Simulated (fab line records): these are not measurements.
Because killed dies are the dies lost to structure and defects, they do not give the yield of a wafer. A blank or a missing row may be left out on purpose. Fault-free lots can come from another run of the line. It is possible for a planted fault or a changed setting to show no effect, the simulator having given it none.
The tool behind it: which one?	flow sky130	at 1 step of a route of 708, 6 lots with 18 wafers sampled

## WHAT THE GAUGES SHOWED, per wafer
SKY_FIELD_ISO_THK_MEAS_02.
lot	measured	on	FIELD_ISO_OXIDATION_00_THK (nm)
L697	day 2 08:53	film-metro-01	12.30 12.02 12.11
L700	day 2 23:12	film-metro-01	11.95 12.03 11.85
L702	day 3 08:38	film-metro-01	11.84 11.79 11.90
L705	day 4 01:52	film-metro-01	12.46 12.40 12.49
L712	day 5 12:33	film-metro-02	11.62 11.78 12.00
L716	day 6 07:12	film-metro-01	12.64 12.82 12.59

## WHICH TOOL RAN EACH LOT (tool, then ch and the chambers of the sampled wafers, then the start)
There is no process step in the record ahead of these readings.

## THE ANSWER, worked out from the rows above alone
Rule: usual is defined by the lots themselves. Put in order of their means at a reading, lots are off if they are a third of the lots or fewer, leave a main group of 4 or more, and stand apart from it by a gap of 3 or more times the standard deviation of the main group's means; of several such gaps the widest counts. Not used: any main group whose means are identical at the precision the tables above print for the reading. A lot without any number at a reading at which 4 lots or more have one is off too. Any other lot the step has rows for is counted as sound.
None of the lots is off at any reading shown; this tells nothing.

## WHAT WAS PUT IN BY THE SIMULATOR
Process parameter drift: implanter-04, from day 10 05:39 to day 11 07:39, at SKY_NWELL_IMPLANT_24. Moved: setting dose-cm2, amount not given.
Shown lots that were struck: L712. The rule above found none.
